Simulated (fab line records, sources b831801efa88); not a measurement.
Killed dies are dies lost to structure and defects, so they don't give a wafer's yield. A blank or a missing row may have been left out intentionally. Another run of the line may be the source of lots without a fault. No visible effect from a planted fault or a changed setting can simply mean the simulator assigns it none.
Matching of chambers -- flow sky130 -- SKY_FIELD_ISO_ETCH_14 on rie_diel-03: 4 sister chambers
The step etches BARC in N2/H2, stops on SiO2, time 45.9 s, target depth 60 nm. 16 wafers are shown with their chamber, then 8 later ones without.

## WAFERS WITH THEIR CHAMBER
wafer,chamber,drypump_motor_current_A (A),oes_product_au (a.u.),throttle_valve_pct (%)
L076.3,2,6.2,0.856,13.213
L076.5,1,6.5,0.849,13.242
L076.6,2,6.2,0.853,13.227
L078.2,3,5.9,0.857,13.223
L078.3,0,5.1,0.854,13.225
L078.5,2,6.2,0.861,13.223
L081.1,0,5.1,0.846,13.228
L081.3,3,5.8,0.851,13.222
L081.4,1,6.5,0.858,13.219
L084.2,0,5.1,0.850,13.217
L084.4,2,6.3,0.856,13.218
L084.5,2,6.3,0.857,13.237
L085.2,3,5.8,0.857,13.227
L085.3,1,6.4,0.856,13.217
L085.4,0,5.1,0.850,13.207
L088.3,0,5.0,0.852,13.216

SIGNATURES (means of the wafers above)
reading,chamber 0,chamber 1,chamber 2,chamber 3,scatter within a chamber
drypump_motor_current_A,5.080,6.467,6.240,5.833,0.0527
oes_product_au,0.85040,0.85433,0.85660,0.85500,0.00338
throttle_valve_pct,13.21860,13.22600,13.22360,13.22400,0.00917
Rule: a wafer's distance from a chamber is the root of the sum, over the readings, of the square of ((its reading less the chamber's mean) divided by the reading's scatter). The wafer belongs to the nearest chamber; if the next one is less than 2 further off, it can't be placed. The scatter is the square root of a quotient: the sum, over the shown wafers, of each reading's squared deviation from its chamber's mean, divided by wafers minus chambers.

## WAFERS WHOSE CHAMBER IS MISSING
wafer,drypump_motor_current_A (A),oes_product_au (a.u.),throttle_valve_pct (%)
L088.4,5.8,0.848,13.240
L088.5,5.1,0.865,13.225
L095.1,6.2,0.846,13.216
L095.3,5.9,0.847,13.233
L095.4,5.1,0.857,13.218
L097.2,6.2,0.854,13.222
L097.4,6.2,0.850,13.231
L097.6,5.9,0.856,13.237

## EACH ONE'S CHAMBER
wafer,from the rows above,in truth
L088.4,3,3
L088.5,0,0
L095.1,2,2
L095.3,3,3
L095.4,0,0
L097.2,2,2
L097.4,2,2
L097.6,3,3
8 of 8 placed correctly. Can't be placed from these rows: 0. Wrongly placed: 0.
